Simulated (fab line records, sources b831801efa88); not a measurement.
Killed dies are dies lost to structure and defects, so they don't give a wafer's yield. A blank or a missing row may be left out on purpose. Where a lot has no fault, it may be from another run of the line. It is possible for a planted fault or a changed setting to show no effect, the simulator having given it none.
A struck lot beside a sound one / flow sfqLine / 42 out of 325 route steps
Sound: the wafers L407.2, L407.3, L407.4. Struck: wafer L404.2. (L404.1, L404.3 of the same lot were not struck and are left out.) The cause comes at the end.
At each step with rows: each side's tool, then ch and its chambers, then its first start. Under that, the readings that differ: sound wafers / struck wafers / difference of the means / sigmas: that difference in standard deviations of wafers without a fault.
alike: a reading whose means differ by less than 2 such deviations, as well as words and numbers matching on both sides. not compared: withheld readings; readings where some wafer has no value; bounds like >300 that might hide an equal value; numbers whose values overlap and for which the record gives no deviation.
The two part at a step that has a row with sigmas, a row that says differs or no value, or rows on one side only. Numbers that don't overlap but have no deviation are shown without sigmas and don't part them. A reading missing from all wafers of one side parts the sides only when that side holds two or more wafers.

first, 6 steps without rows for these wafers: SFQ_TRILAYER_I2_VIA_LITHO_COAT_072 (resist thk 62 nm); SFQ_TRILAYER_I2_VIA_LITHO_COAT_067 (resist thk 650 nm); SFQ_TRILAYER_I2_VIA_LITHO_SOFTBAKE_071; SFQ_TRILAYER_I2_VIA_LITHO_EXPOSE_068 (exposes mask I2, target cd 500 nm); SFQ_TRILAYER_I2_VIA_LITHO_PEB_070 (peb time 60 s); SFQ_TRILAYER_I2_VIA_LITHO_DEVELOP_069 (time 60 s).
SFQ_I2_OVL_MEAS_918:
  sound: overlay-02 at day 51 04:31; struck: overlay-02 at day 49 01:37
  alike: I2_OVL
then, 1 step without rows for these wafers: SFQ_TRILAYER_I2_VIA_BARC_OPEN_VIA_ETCH_096 (etches BARC in O2, target depth 125 nm, time 41.7 s).
SFQ_TRILAYER_I2_VIA_ETCH_VIA_ETCH_070: etches SiO2 in CHF3, stops on Nb, target depth 260 nm.
  sound on rieDiel-03 ch 0,1,2, day 51 04:35; struck on rieDiel-02 ch 0, day 49 01:41
  alike: chamberPressureMTorr, drypumpMotorCurrentA, oesProductAu
then, 3 steps without rows for these wafers: SFQ_TRILAYER_I2_VIA_STRIP_STRIP_071 (strips in O2); SFQ_TRILAYER_I2_VIA_STRIP_SOLV_CLEAN_072 (cleans in NMP, time 600 s); SFQ_TRILAYER_M3_DEP_PRE_CLEAN_074 (time 22.5 s).
SFQ_TRILAYER_M3_DEP_SPUTTER_073: material Nb, target thk 200 nm, time 133.3 s.
  sound: pvdSputter-03 at day 51 05:29; struck: pvdSputter-06 at day 49 02:36
reading=model.Nb_of_TRILAYER_M3_DEP_SPUTTER_073.thkNm (nm); sound=201.9 200.2 202.6; struck=346.1; difference=+144.5; sigmas=
  alike: resputterCathodeVoltageV, throttleValvePct
SFQ_M3_RS_MEAS_919: measurement is done with a four-point probe.
  sound: filmMetro-01 at day 51 05:37; struck: filmMetro-01 at day 49 02:41
reading=M3_NB_RS (ohm/sq); sound=0.884 0.890 0.881; struck=0.513; difference=-0.372; sigmas=-51
then, 6 steps without rows for these wafers: SFQ_TRILAYER_M3_LITHO_COAT_080 (resist thk 62 nm); SFQ_TRILAYER_M3_LITHO_COAT_075 (resist thk 600 nm); SFQ_TRILAYER_M3_LITHO_SOFTBAKE_079; SFQ_TRILAYER_M3_LITHO_EXPOSE_076 (exposes mask M3, target cd 500 nm); SFQ_TRILAYER_M3_LITHO_PEB_078 (peb time 60 s); SFQ_TRILAYER_M3_LITHO_DEVELOP_077 (time 60 s).
-- the record jumps here: 6 days lie between the struck wafers' starts before and after --
SFQ_M3_OVL_MEAS_921:
  sound: overlay-02 at day 57 03:45; struck: overlay-01 at day 54 22:30
reading=M3_OVL (nm); sound=-1 -2 3; struck=-12; difference=-12; sigmas=-2
then, 1 step without rows for these wafers: SFQ_TRILAYER_M3_BARC_OPEN_METAL_ETCH_100 (etches BARC in O2, target depth 125 nm, time 41.7 s).
SFQ_TRILAYER_M3_ETCH_METAL_ETCH_078: etches Nb in Cl2/Ar, stops on SiO2, target depth 240 nm, time 120 s.
  sound on rieMetal-04 ch 0,1, day 57 03:50; struck on rieMetal-04 ch 0, day 54 22:35
reading=oesProductAu (a.u.); sound=0.901 0.896 0.902; struck=1.007; difference=+0.107; sigmas=+16
  alike: chamberPressureMTorr, drypumpMotorCurrentA
  not compared: rfHoursCounterH
SFQ_TRILAYER_M3_STRIP_STRIP_079: strips in O2.
  sound on rieMetal-04 ch 0,1, day 57 03:58; struck on rieMetal-04 ch 0, day 54 22:43
  alike: chamberPressureMTorr, drypumpMotorCurrentA, oesProductAu
  not compared: rfHoursCounterH
then, 1 step without rows for these wafers: SFQ_TRILAYER_M3_STRIP_SOLV_CLEAN_080 (cleans in NMP, time 600 s).
SFQ_TRILAYER_I3_DEP_PECVD_081: deposits SiO2 from SiH4/N2O, time 111.11 s, target thk 500 nm.
  sound on pecvd-04 ch 1,2, day 57 04:55; struck on pecvd-04 ch 0, day 54 23:29
  alike: chamberPressureTorr, heaterPowerOuterW, heaterPowerW, throttleValvePct
then, 1 step without rows for these wafers: SFQ_TRILAYER_I3_CMP_CMP_082 (polishes SiO2).
SFQ_I3_BOW_MEAS_922:
  sound: filmMetro-03 at day 57 18:42; struck: filmMetro-03 at day 55 02:37
  alike: I3_BOW
SFQ_TRILAYER_I3_METRO_MEASURE_083:
  sound: filmMetro-03 at day 57 19:00; struck: filmMetro-03 at day 55 02:44
  alike: thkNm
then, 6 steps without rows for these wafers: SFQ_TRILAYER_I3_VIA_LITHO_COAT_090 (resist thk 62 nm); SFQ_TRILAYER_I3_VIA_LITHO_COAT_085 (resist thk 650 nm); SFQ_TRILAYER_I3_VIA_LITHO_SOFTBAKE_089; SFQ_TRILAYER_I3_VIA_LITHO_EXPOSE_086 (exposes mask I3, target cd 500 nm); SFQ_TRILAYER_I3_VIA_LITHO_PEB_088 (peb time 60 s); SFQ_TRILAYER_I3_VIA_LITHO_DEVELOP_087 (time 60 s).
SFQ_I3_OVL_MEAS_923:
  sound: overlay-02 at day 62 20:54; struck: overlay-02 at day 55 06:19
  alike: I3_OVL
then, 2 steps without rows for these wafers: SFQ_TRILAYER_I3_VIA_BARC_OPEN_VIA_ETCH_121 (etches BARC in O2, target depth 125 nm, time 41.7 s); SFQ_TRILAYER_I3_VIA_ETCH_VIA_ETCH_088 (etches SiO2 in CHF3, stops on Nb, target depth 260 nm).
SFQ_TRILAYER_I3_VIA_STRIP_STRIP_089: strips in O2.
  sound on rieMetal-02 ch 0,1, day 62 21:05; struck on rieMetal-01 ch 1, day 55 06:30
  alike: chamberPressureMTorr, drypumpMotorCurrentA, oesProductAu
  not compared: rfHoursCounterH
then, 2 steps without rows for these wafers: SFQ_TRILAYER_I3_VIA_STRIP_SOLV_CLEAN_090 (cleans in NMP, time 600 s); SFQ_TRILAYER_M4_DEP_PRE_CLEAN_092 (time 22.5 s).
-- the record jumps here: 36 days lie between the struck wafers' starts before and after --
SFQ_M8_BOW_MEAS_951:
  sound: filmMetro-02 at day 91 20:58; struck: filmMetro-01 at day 91 16:08
reading=model.etest.m3.combLog10Ohm; sound=12 12 12; struck=0; difference=-12; sigmas=
reading=model.etest.m3.ohmSq; sound=0.8819 0.8891 0.8786; struck=0.5144; difference=-0.3688; sigmas=
  alike: M8_BOW

WHERE THEY PART
Earliest at SFQ_M3_RS_MEAS_919; latest, in this record, at SFQ_TRILAYER_M3_ETCH_METAL_ETCH_078. Later steps at which nothing parts them and some readings are alike: SFQ_TRILAYER_M3_STRIP_STRIP_079, SFQ_TRILAYER_I3_DEP_PECVD_081, SFQ_I3_BOW_MEAS_922, SFQ_TRILAYER_I3_METRO_MEASURE_083, SFQ_I3_OVL_MEAS_923, SFQ_TRILAYER_I3_VIA_STRIP_STRIP_089, SFQ_M8_BOW_MEAS_951.

WHY: the cause the simulator had injected
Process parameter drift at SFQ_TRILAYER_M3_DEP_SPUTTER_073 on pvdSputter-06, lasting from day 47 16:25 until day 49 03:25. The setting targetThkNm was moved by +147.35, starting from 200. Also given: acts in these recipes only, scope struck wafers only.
